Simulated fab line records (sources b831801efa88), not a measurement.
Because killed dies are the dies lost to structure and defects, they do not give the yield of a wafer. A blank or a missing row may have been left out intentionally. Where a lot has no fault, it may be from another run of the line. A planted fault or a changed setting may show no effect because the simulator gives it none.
Which tool is to blame?	flow sky130	Sampling: 12 lots, 36 wafers, 5 of 708 route steps

## WHAT EACH GAUGE READ, for each wafer
SKY_LI_CONTACT_THK_MEAS_23: measures by xrf.
lot	measured	on	LI_CONTACT_W_THK (nm)
L133	day 29 06:38	film_metro-01	387 382 392
L135	day 29 20:45	film_metro-01	384 392 390
L137	day 30 09:23	film_metro-03	388 397 397
L138	day 30 16:59	film_metro-03	406 405 396
L139	day 31 03:31	film_metro-03	386 390 381
L140	day 31 09:04	film_metro-03	401 399 400
L143	day 32 13:50	film_metro-02	384 375 386
L147	day 33 20:48	film_metro-03	415 406 405
L148	day 34 14:39	film_metro-03	391 398 396
L151	day 35 20:38	film_metro-02	397 397 384
L154	day 35 22:22	film_metro-01	400 398 385
L155	day 35 23:01	film_metro-02	381 392 382

SKY_CONTACT_THK_MEAS_26: measures by xrf.
lot	measured	on	CONTACT_W_THK (nm)
L133	day 31 17:49	film_metro-01	342 340 343
L135	day 32 07:58	film_metro-01	337 330 343
L137	day 32 19:16	film_metro-02	323 324 329
L138	day 33 02:32	film_metro-04	331 331 329
L139	day 33 11:26	film_metro-04	326 327 336
L140	day 33 18:22	film_metro-02	319 330 334
L143	day 34 19:54	film_metro-04	334 326 331
L147	day 36 04:03	film_metro-04	331 331 335
L148	day 36 23:40	film_metro-04	336 333 327
L151	day 38 04:31	film_metro-02	332 334 330
L154	day 38 06:45	film_metro-01	327 331 329
L155	day 38 07:05	film_metro-01	338 327 326

## EACH LOT AND THE TOOL THAT RAN IT (in order: tool; ch and the chambers of the sampled wafers; start)
lot	SKY_CONTACT_CVD_00	SKY_CONTACT_ETCH_18	SKY_CONTACT_STRIP_19
L133	pecvd-02 ch 0,1,2, day 30 12:09	rie_diel-04 ch 0,2,3, day 31 16:00	plasma_asher-02 ch 0,1, day 31 16:51
L135	pecvd-01 ch 1,2, day 31 02:32	rie_diel-03 ch 0,1,3, day 32 07:00	plasma_asher-02 ch 0,1, day 32 07:04
L137	pecvd-03 ch 0,1,2, day 31 14:49	rie_diel-03 ch 0,2, day 32 18:00	plasma_asher-02 ch 0,1, day 32 18:22
L138	pecvd-02 ch 0,1,2, day 31 22:09	rie_diel-03 ch 1,3, day 33 01:00	plasma_asher-03 ch 1, day 33 01:34
L139	pecvd-01 ch 0,1, day 32 07:17	rie_diel-03 ch 1,2, day 33 10:00	plasma_asher-03 ch 0,1, day 33 10:32
L140	pecvd-03 ch 0,2, day 32 14:13	rie_diel-04 ch 1,3, day 33 17:00	plasma_asher-03 ch 0,1, day 33 17:29
L143	pecvd-02 ch 0,1,2, day 33 17:02	rie_diel-03 ch 0,1,2, day 34 18:00	plasma_asher-02 ch 0,1, day 34 19:01
L147	pecvd-02 ch 0,1, day 35 00:02	rie_diel-04 ch 0,2,3, day 36 03:00	plasma_asher-01 ch 0,1, day 36 03:10
L148	pecvd-01 ch 0,2, day 35 19:04	rie_diel-04 ch 0,2,3, day 36 22:00	plasma_asher-02 ch 0, day 36 22:41
L151	pecvd-03 ch 0,1,2, day 37 00:31	rie_diel-03 ch 0,1,2, day 38 03:00	plasma_asher-03 ch 0,1, day 38 03:37
L154	pecvd-03 ch 0,1,2, day 37 02:02	rie_diel-02 ch 0,2,3, day 38 05:00	plasma_asher-01 ch 0,1, day 38 05:50
L155	pecvd-01 ch 0,1, day 37 02:54	rie_diel-02 ch 0,2,3, day 38 06:00	plasma_asher-02 ch 0,1, day 38 06:09
- SKY_CONTACT_CVD_00: deposits Si3N4, target thk 75 nm.
- SKY_CONTACT_ETCH_18: etches Si3N4 in CHF3/O2, stops on TiN, time 39 s, target depth 75 nm.
- SKY_CONTACT_STRIP_19: strips in O2/N2.

## AS READ BY THE TOOLS THEMSELVES (means over the sampled wafers that have a number; for cases with no such wafer, the mark the record gives instead)
SKY_CONTACT_CVD_00.
lot	tool	heater_power_w (W)
L133	pecvd-02	764
L135	pecvd-01	665
L137	pecvd-03	698
L138	pecvd-02	748
L139	pecvd-01	731
L140	pecvd-03	694
L143	pecvd-02	714
L147	pecvd-02	706
L148	pecvd-01	637
L151	pecvd-03	725
L154	pecvd-03	730
L155	pecvd-01	699

SKY_CONTACT_ETCH_18.
lot	tool	bias_w (W)	drypump_motor_current_A (A)	oes_product_au (a.u.)	throttle_valve_pct (%)
L133	rie_diel-04	199.6	6.2	0.851	8.787
L135	rie_diel-03	200.9	5.3	0.861	8.798
L137	rie_diel-03	200.4	5.2	0.860	8.792
L138	rie_diel-03	199.0	5.3	0.855	8.783
L139	rie_diel-03	200.2	5.3	0.866	8.793
L140	rie_diel-04	200.3	6.3	0.846	8.787
L143	rie_diel-03	200.0	5.3	0.855	8.793
L147	rie_diel-04	289.1	6.2	0.849	8.793
L148	rie_diel-04	289.1	6.2	0.861	8.800
L151	rie_diel-03	200.2	5.3	0.854	8.792
L154	rie_diel-02	200.0	5.1	0.857	8.792
L155	rie_diel-02	200.3	5.1	0.858	8.803

SKY_CONTACT_STRIP_19.
lot	tool	drypump_motor_current_A (A)	o2_flow_sccm (sccm)	oes_product_au (a.u.)	strip_time_to_endpoint_s (s)
L133	plasma_asher-02	6.4	3000	0.385	3.62
L135	plasma_asher-02	5.9	2998	0.390	3.65
L137	plasma_asher-02	6.3	2991	0.381	3.64
L138	plasma_asher-03	5.6	2996	0.382	3.67
L139	plasma_asher-03	5.6	2998	0.379	3.67
L140	plasma_asher-03	5.7	3009	0.379	3.62
L143	plasma_asher-02	6.4	2994	0.381	3.62
L147	plasma_asher-01	6.1	3006	0.372	3.52
L148	plasma_asher-02	6.7	2999	0.374	3.50
L151	plasma_asher-03	5.7	3001	0.386	3.64
L154	plasma_asher-01	6.1	2993	0.374	3.58
L155	plasma_asher-02	5.9	2993	0.383	3.62

## THE ANSWER, worked out from the rows above alone
Rule: the usual values come from the lots themselves. Put in order of their means at a reading, lots are off if they are a third of the lots or fewer, leave a main group of 4 or more, and stand apart from it by a gap of 3 or more times the standard deviation of the main group's means; of several such gaps the widest counts. If all means in a main group match to the digits the tables above print for the reading, that group is not used. Also off: a lot with no number at a reading for which 4 or more lots have one. All remaining lots with rows at the step are treated as sound. The gauges are gone through in route order, then the tools' own readings, and for those a lot's mean is taken as printed above. The first step at which some lot is off is used, and at that step the reading that is off furthest; a lot without a number counts as furthest.
Off: L147, L148 (SKY_CONTACT_ETCH_18, bias_w). Mean 200.1 W and standard deviation 0.48 in the main group.
A tool fits if, at that step or a process step before it, it ran every lot that is off, and no sound lot after the first of them. One fits: rie_diel-04 at SKY_CONTACT_ETCH_18. A fault onset in the window from L140 (day 33 17:00, its last sound lot) to L147 (day 36 03:00, its first lot off) fits.
The tool's own readings at SKY_CONTACT_ETCH_18 bear it out: on the lots that are off they differ by more than 5 times the standard deviation of the sound lots' means. bias_w reads 289.1 W there against 200.1 W on the sound lots.

## WHAT WAS PUT IN BY THE SIMULATOR
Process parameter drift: rie_diel-04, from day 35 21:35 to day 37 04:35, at SKY_CONTACT_ETCH_18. A move of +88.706 in setting bias_w, from 200. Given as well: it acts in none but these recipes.
Lots struck among those shown: L147, L148. The same result came from the rule above.
